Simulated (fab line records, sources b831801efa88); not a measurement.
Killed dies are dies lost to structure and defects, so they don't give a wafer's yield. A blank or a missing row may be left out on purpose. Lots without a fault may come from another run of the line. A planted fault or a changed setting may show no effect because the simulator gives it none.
Which tool did it? | flow sky130 | 13 lots, 39 wafers sampled, at 5 steps of a route of 708

WHAT THE GAUGES READ, wafer by wafer
SKY_VT_ADJUST_HVTP_CD_MEAS_07: target cd 380 nm. Usual: cd_nm 379.4 nm, standard deviation 2.7.
lot  | measured     | on        | cd_nm (nm)        | flag
L384 | day 6 00:37  | cd_sem-01 | 376.9 378.3 375.8 |
L385 | day 6 09:45  | cd_sem-01 | 381.3 382.7 384.1 |
L387 | day 6 18:00  | cd_sem-01 | 382.5 382.9 383.2 |
L388 | day 7 02:14  | cd_sem-02 | 380.8 380.9 377.3 |
L389 | day 7 13:09  | cd_sem-02 | 375.5 375.5 376.0 |
L394 | day 8 15:37  | cd_sem-01 | 377.2 374.4 377.8 |
L395 | day 9 02:19  | cd_sem-02 | 381.2 380.3 381.9 |
L400 | day 10 03:57 | cd_sem-01 | 381.8 382.5 381.8 |
L401 | day 10 16:13 | cd_sem-02 | 381.9 381.4 381.9 |
L402 | day 11 09:41 | cd_sem-02 | 378.8 381.9 381.4 |
L403 | day 11 13:45 | cd_sem-02 | 375.3 374.0 375.7 |
L404 | day 11 14:41 | cd_sem-02 | 380.8 381.2 379.0 |
L405 | day 11 18:00 | cd_sem-02 | 377.2 378.5 374.8 |

SKY_SONOS_ONO_THK_MEAS_01. Usual: SONOS_ONO_OXIDATION_THK 2.59 nm, standard deviation 0.059.
lot  | measured     | on            | SONOS_ONO_OXIDATION_THK (nm)  | flag
L384 | day 11 09:58 | film_metro-03 | 2.59 2.58 2.61                |
L385 | day 11 21:02 | film_metro-04 | 2.56 2.46 2.54                |
L387 | day 12 05:44 | film_metro-02 | 2.57 2.59 2.55                |
L388 | day 12 20:04 | film_metro-03 | 2.63 2.69 2.68                |
L389 | day 13 08:04 | film_metro-02 | 2.48 2.51 2.58                |
L394 | day 14 18:45 | film_metro-03 | 2.50 2.52 2.49                |
L395 | day 15 07:05 | film_metro-03 | 2.72 2.68 2.70                |
L400 | day 16 11:35 | film_metro-04 | 2.57 2.58 2.56                |
L401 | day 17 05:34 | film_metro-04 | 2.91 2.95 2.91 2.89 2.94 2.88 | OFF
L402 | day 18 05:05 | film_metro-02 | 2.95 2.99 2.89 2.99 3.03 2.95 | OFF
L403 | day 18 08:12 | film_metro-03 | 2.84 2.90 2.87 2.90 2.94 2.90 | OFF
L404 | day 18 10:18 | film_metro-04 | 2.66 2.64 2.65                |
L405 | day 18 16:16 | film_metro-03 | 2.59 2.60 2.60                |

SKY_GATE_OXIDE_OVL_MEAS_10. Usual: GATE_OXIDE_OVL -0.1 nm, standard deviation 1.5.
lot  | measured     | on         | GATE_OXIDE_OVL (nm) | flag
L384 | day 13 15:46 | overlay-02 | -2.8 -2.2 -2.8      |
L385 | day 14 03:52 | overlay-01 | 1.6 2.3 0.0         |
L387 | day 14 13:36 | overlay-02 | -1.5 -0.7 1.0       |
L388 | day 15 06:04 | overlay-01 | -1.0 -0.5 -1.8      |
L389 | day 15 19:39 | overlay-02 | 1.1 2.1 1.7         |
L394 | day 18 12:37 | overlay-02 | 0.2 1.8 0.0         |
L395 | day 18 12:07 | overlay-02 | -1.7 0.0 -0.3       |
L400 | day 19 02:48 | overlay-02 | 2.5 4.4 2.5         |
L401 | day 20 02:01 | overlay-01 | 1.7 0.9 0.5         |
L402 | day 21 00:52 | overlay-02 | -1.2 0.5 0.6        |
L403 | day 21 02:37 | overlay-01 | 2.4 0.6 1.7         |
L404 | day 21 04:04 | overlay-02 | -0.8 0.5 -0.5       |
L405 | day 21 12:34 | overlay-02 | 0.6 -1.2 0.8        |

WHICH TOOL RAN EACH LOT (tool, then ch and the chambers of the sampled wafers, then the start)
lot  | SKY_VT_ADJUST_LVTN_STRIP_09          | SKY_SONOS_ONO_OXIDATION_00
L384 | plasma_asher-01 ch 0, day 6 19:48    | furnace-02 ch 0, day 11 08:36
L385 | plasma_asher-04 ch 0,1, day 7 05:24  | furnace-01 ch 0, day 11 19:41
L387 | plasma_asher-01 ch 0,1, day 7 13:02  | furnace-01 ch 0, day 12 04:23
L388 | plasma_asher-04 ch 0,1, day 7 22:31  | furnace-01 ch 0, day 12 18:42
L389 | plasma_asher-01 ch 0,1, day 8 09:26  | furnace-01 ch 0, day 13 06:44
L394 | plasma_asher-01 ch 0,1, day 9 13:53  | furnace-01 ch 0, day 14 17:23
L395 | plasma_asher-01 ch 0,1, day 10 01:05 | furnace-02 ch 0, day 15 05:44
L400 | plasma_asher-03 ch 0,1, day 11 01:41 | furnace-02 ch 0, day 16 10:15
L401 | plasma_asher-04 ch 0,1, day 11 15:24 | furnace-02 ch 0, day 17 04:13
L402 | plasma_asher-03 ch 0,1, day 12 10:11 | furnace-02 ch 0, day 18 03:43
L403 | plasma_asher-04 ch 0,1, day 12 13:36 | furnace-02 ch 0, day 18 06:51
L404 | plasma_asher-04 ch 0,1, day 12 15:28 | furnace-01 ch 0, day 18 08:56
L405 | plasma_asher-01 ch 0,1, day 12 18:47 | furnace-01 ch 0, day 18 14:56
- SKY_VT_ADJUST_LVTN_STRIP_09: strips in O2/N2.
- SKY_SONOS_ONO_OXIDATION_00: stabilise 600 s, purge 300 s, target thk 2.6 nm.

WHAT THE TOOLS THEMSELVES READ (means of the sampled wafers that have a number; where no wafer has one, the mark that the record gives instead)
SKY_VT_ADJUST_LVTN_STRIP_09. Usual: drypump_motor_current_A 5.9 A, standard deviation 0.57; oes_product_au 0.722 a.u., standard deviation 0.0043; strip_time_to_endpoint_s 36.94 s, standard deviation 0.091.
lot  | tool            | drypump_motor_current_A (A) | oes_product_au (a.u.) | strip_time_to_endpoint_s (s) | flag
L384 | plasma_asher-01 | 5.8                         | 0.722                 | 36.96                        |
L385 | plasma_asher-04 | 6.1                         | 0.727                 | 36.96                        |
L387 | plasma_asher-01 | 5.4                         | 0.722                 | 36.98                        |
L388 | plasma_asher-04 | 6.5                         | 0.725                 | 36.91                        |
L389 | plasma_asher-01 | 5.1                         | 0.719                 | 36.73                        |
L394 | plasma_asher-01 | 5.1                         | 0.722                 | 37.08                        |
L395 | plasma_asher-01 | 5.1                         | 0.724                 | 36.93                        |
L400 | plasma_asher-03 | 6.0                         | 0.719                 | 36.90                        |
L401 | plasma_asher-04 | 6.5                         | 0.723                 | 36.89                        |
L402 | plasma_asher-03 | 6.0                         | 0.719                 | 37.00                        |
L403 | plasma_asher-04 | 6.5                         | 0.726                 | 36.92                        |
L404 | plasma_asher-04 | 6.1                         | 0.724                 | 36.97                        |
L405 | plasma_asher-01 | 5.4                         | 0.724                 | 36.96                        |

THE ANSWER, worked out from the rows above alone
Rule: a lot is off if the mean of its wafers that have a number lies more than 3 standard deviations from the usual mean. A lot without any number at a reading at which 4 lots or more have one is off too. The other lots that the step has rows for count as sound. The gauges are gone through in route order, then the tools' own readings, and for those a lot's mean is taken as printed above. The first step at which some lot is off is used, and at that step the reading that is off furthest; a lot without a number counts as furthest.
Off: L401, L402, L403, at SKY_SONOS_ONO_THK_MEAS_01 (SONOS_ONO_OXIDATION_THK).
A tool fits if, at a process step before that reading, it ran every lot that is off, and no sound lot after the first of them. The gauges at SKY_SONOS_ONO_THK_MEAS_01 are tried like those tools. One fits: furnace-02 at SKY_SONOS_ONO_OXIDATION_00. Its last sound lot is L400 (day 16 10:15), its first lot that is off L401 (day 17 04:13): a fault that began between those two fits.

WHAT THE SIMULATOR HAD PUT IN
Process parameter drift: furnace-02, from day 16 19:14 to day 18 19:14, at SKY_SONOS_ONO_OXIDATION_00. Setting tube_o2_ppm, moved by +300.
Lots struck among those shown: L401, L402, L403. The rule above found the same.
